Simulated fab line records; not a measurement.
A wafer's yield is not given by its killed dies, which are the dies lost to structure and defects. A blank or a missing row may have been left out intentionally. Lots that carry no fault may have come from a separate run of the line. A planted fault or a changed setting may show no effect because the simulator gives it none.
Chamber matching -- flow gf180mcu -- GF_HV_LDD_ETCHBACK_58 on rie diel-01: 4 sister chambers
The step etches Si3N4 in CH3F/O2, stops on SiO2, time 100 s, target depth 90 nm. 15 wafers are shown with their chamber, then 7 later ones without.

## EACH WAFER AND ITS CHAMBER
wafer,chamber,drypump motor current A (A),run length s (s),throttle valve pct (%)
L163.2,2,5.7,127.8,10.555
L163.3,0,4.9,129.0,10.565
L163.5,0,4.9,129.1,10.560
L165.2,1,6.6,128.9,10.558
L165.4,3,5.6,128.6,10.574
L165.6,2,5.7,127.9,10.564
L168.2,0,4.9,128.9,10.546
L168.4,3,5.6,128.1,10.550
L168.5,0,4.9,128.9,10.563
L169.1,0,4.9,129.2,10.554
L169.4,1,6.6,128.8,10.562
L169.6,1,6.5,129.4,10.558
L170.2,1,6.6,129.5,10.574
L170.3,2,5.7,128.1,10.552
L174.3,1,6.5,129.0,10.564

SIGNATURES (averages over the wafers above)
reading,chamber 0,chamber 1,chamber 2,chamber 3,scatter within a chamber
drypump motor current A,4.900,6.560,5.700,5.600,0.033
run length s,129.020,129.120,127.933,128.350,0.239
throttle valve pct,10.55760,10.56320,10.55700,10.56200,0.0084
Rule: distance of a wafer from a chamber = root of the sum over the readings of ((wafer's reading minus chamber's mean) / reading's scatter) squared. The wafer belongs to the nearest chamber; if the next one is less than 2 further off, it can't be placed. The scatter: the root of (the sum of the squares of (reading less its chamber's mean) over the shown wafers, divided by (wafers less chambers)).

## WAFERS WITH NO CHAMBER GIVEN
wafer,drypump motor current A (A),run length s (s),throttle valve pct (%)
L174.6,4.9,129.7,10.561
L182.2,5.7,127.6,10.565
L182.3,4.9,128.9,10.575
L182.6,5.6,128.1,10.559
L181.3,6.5,128.8,10.562
L181.4,5.7,128.2,10.554
L181.5,5.6,128.3,10.550

## WHICH CHAMBER EACH ONE RAN IN
wafer,from the rows above,in truth
L174.6,0,0
L182.2,2,2
L182.3,0,0
L182.6,3,3
L181.3,1,1
L181.4,2,2
L181.5,3,3
Correctly placed: 7 of 7. Left unplaced by these rows: 0. 0 placed wrongly.
